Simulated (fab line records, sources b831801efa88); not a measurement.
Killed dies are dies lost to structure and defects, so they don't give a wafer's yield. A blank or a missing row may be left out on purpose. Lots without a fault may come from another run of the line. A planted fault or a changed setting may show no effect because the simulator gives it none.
One fault seen from 2 desks | flow gf180mcu | each desk has only its own numbers; what lay behind them comes last

THE TOOL OWNER'S DESK: cmp-01
The tool's own readings at GF_V5_CMP_04 (polishes SiO2): means of the sampled wafers that have a number, for each lot that ran on this tool. A lot is out of limits, marked OUT, if its mean lies more than 4 standard deviations from the usual mean; the brackets give that distance.
Columns: A = motor_current_A at GF_V5_CMP_04, usual 11.8 A
lot  | first seen here | A
L904 | day 26 11:58    | 12.3
L905 | day 26 20:28    | 12.1
L909 | day 28 10:46    | 12.8
This desk's finding: nothing out of limits on any of the 3 lots.

THE METROLOGY DESK
What the gauges read, lot by lot, whatever tool the lot ran on: means of the sampled wafers that have a number. A lot is out of limits, marked OUT, if its mean lies more than 4 standard deviations from the usual mean; the brackets give that distance.
Columns: A = V5_CVD_00_THK at GF_V5_THK_MEAS_01, usual 300 nm
lot  | first seen here | A
L903 | day 26 07:07    | 302
L904 | day 26 11:44    | 305
L905 | day 26 20:14    | 299
L909 | day 28 10:34    | 298
L911 | day 29 01:04    | 301
L912 | day 29 04:22    | 302
L914 | day 29 22:02    | 299
L918 | day 31 00:07    | 303
L919 | day 31 00:48    | 297
L920 | day 31 04:50    | 301
L921 | day 31 14:30    | 302
L922 | day 31 22:41    | 306
L926 | day 32 17:57    | 298
This desk's finding: nothing out of limits on any of the 13 lots.

PUT TOGETHER
The tool owner's desk saw nothing out of limits.
The metrology desk saw nothing out of limits.

WHAT THE SIMULATOR HAD PUT IN
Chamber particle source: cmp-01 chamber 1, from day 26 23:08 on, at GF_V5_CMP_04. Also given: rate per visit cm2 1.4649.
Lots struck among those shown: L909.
